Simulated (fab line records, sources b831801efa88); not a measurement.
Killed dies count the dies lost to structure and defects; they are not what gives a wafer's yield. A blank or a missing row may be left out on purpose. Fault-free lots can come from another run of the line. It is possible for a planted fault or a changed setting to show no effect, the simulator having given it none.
Commonality check across tools    flow gf180mcu    Lots sampled 12, wafers sampled 36

== WHY THIS WAS OPENED ==
At GF_M1_CD_MEAS_14 the reading cd-nm is flagged on 2 of 12 lots. Fault-free wafers read 230.1 nm, with a standard deviation of 1.7.
Rule: flag the lot when none of its wafers has a number, or when each of its wafers that has one lies beyond 4 standard deviations from that mean. All remaining lots are regarded as sound.

lot   measured      on         cd-nm (nm), wafer by wafer  flag
L820  day 17 03:32  cd-sem-01  231.0 231.6 232.4           
L823  day 18 07:59  cd-sem-01  228.7 230.7 230.2           
L827  day 19 15:41  cd-sem-01  216.8 217.5 217.3           FLAGGED
L829  day 20 12:31  cd-sem-01  219.4 218.4 218.7           FLAGGED
L835  day 22 16:01  cd-sem-01  231.4 231.3 230.1           
L836  day 22 22:56  cd-sem-02  230.2 229.5 230.4           
L837  day 23 07:56  cd-sem-01  228.4 229.2 228.4           
L838  day 23 14:38  cd-sem-01  229.3 229.6 228.3           
L839  day 23 21:49  cd-sem-02  233.7 233.1 234.3           
L840  day 24 13:40  cd-sem-02  229.4 228.9 227.7           
L841  day 24 20:08  cd-sem-02  229.1 229.2 230.9           
L842  day 25 05:04  cd-sem-02  229.6 228.4 228.6           
The mean of the flagged lots' numbers is 218.0 nm, -12.1 nm from the usual (-7 standard deviations).

== WHICH TOOL EACH LOT WENT THROUGH ==
Before the reading, the record contains 2 process steps out of a 602-step route. Cell contents, in order: the tool; ch with the chambers the sampled wafers went through; the start.
lot   flag     GF_PSD_RTA_13                     GF_M1_EXPOSE_11
L820           rtp-anneal-01 ch 0, day 14 07:32  krf-scanner-01 ch 0, day 16 16:21
L823           rtp-anneal-02 ch 0, day 15 09:14  krf-scanner-01 ch 0, day 17 20:14
L827  FLAGGED  rtp-anneal-02 ch 0, day 16 13:44  krf-scanner-02 ch 0, day 19 03:51
L829  FLAGGED  rtp-anneal-01 ch 0, day 17 09:21  krf-scanner-02 ch 0, day 20 00:46
L835           rtp-anneal-01 ch 0, day 19 13:05  krf-scanner-01 ch 0, day 22 04:54
L836           rtp-anneal-02 ch 0, day 19 21:21  krf-scanner-01 ch 0, day 22 11:24
L837           rtp-anneal-01 ch 0, day 20 05:56  krf-scanner-01 ch 0, day 22 20:46
L838           rtp-anneal-01 ch 0, day 20 14:35  krf-scanner-01 ch 0, day 23 04:01
L839           rtp-anneal-02 ch 0, day 20 20:32  krf-scanner-01 ch 0, day 23 10:04
L840           rtp-anneal-02 ch 0, day 21 14:32  krf-scanner-01 ch 0, day 24 03:01
L841           rtp-anneal-01 ch 0, day 21 20:28  krf-scanner-01 ch 0, day 24 09:14
L842           rtp-anneal-02 ch 0, day 22 06:50  krf-scanner-01 ch 0, day 24 18:20
What the steps here do:
- GF_PSD_RTA_13: time 20 s.
- GF_M1_EXPOSE_11: exposes mask Metal1, target cd 230 nm.
- GF_M1_CD_MEAS_14: target cd 230 nm.

== FLAGGED OVER TOTAL, TOOL BY TOOL (the gauges that took the reading come last) ==
step              tool            lots run  flagged  share of the flagged lots  sound lots run after its first flagged lot
GF_PSD_RTA_13     rtp-anneal-01   6         1        some                       4 (L835,L837,L838,L841)
GF_PSD_RTA_13     rtp-anneal-02   6         1        some                       4 (L836,L839,L840,L842)
GF_M1_EXPOSE_11   krf-scanner-01  10        0        none                       -
GF_M1_EXPOSE_11   krf-scanner-02  2         2        all                        0
GF_M1_CD_MEAS_14  cd-sem-01       7         2        all                        3 (L835,L837,L838)
GF_M1_CD_MEAS_14  cd-sem-02       5         0        none                       -

== WHAT IS ALLOWED BY THE TABLE ==
2 rows of the table ran every flagged lot: krf-scanner-02 at GF_M1_EXPOSE_11, cd-sem-01 at GF_M1_CD_MEAS_14.
- krf-scanner-02 at GF_M1_EXPOSE_11 ran 2 lots, 2 of them flagged. It ran no sound lot before its first flagged lot in this sample, so the start can't be narrowed down. Its own readings lie more than 4 standard deviations out on every wafer of the flagged lots: exposure-dose-mJ-cm2.
- cd-sem-01 at GF_M1_CD_MEAS_14 ran 7 lots, 2 of them flagged. After the first flagged lot (L835, L837, L838), sound lots still ran on it; a lasting fault on the whole tool would not permit that.
One tool is left: krf-scanner-02 at GF_M1_EXPOSE_11.

== WHAT THE SIMULATOR PUT IN ==
Drift in process parameters on krf-scanner-02 at GF_M1_EXPOSE_11, starting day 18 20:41. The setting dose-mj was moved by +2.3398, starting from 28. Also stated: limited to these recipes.
Shown lots that were struck: L827, L829. The rule above found the same.
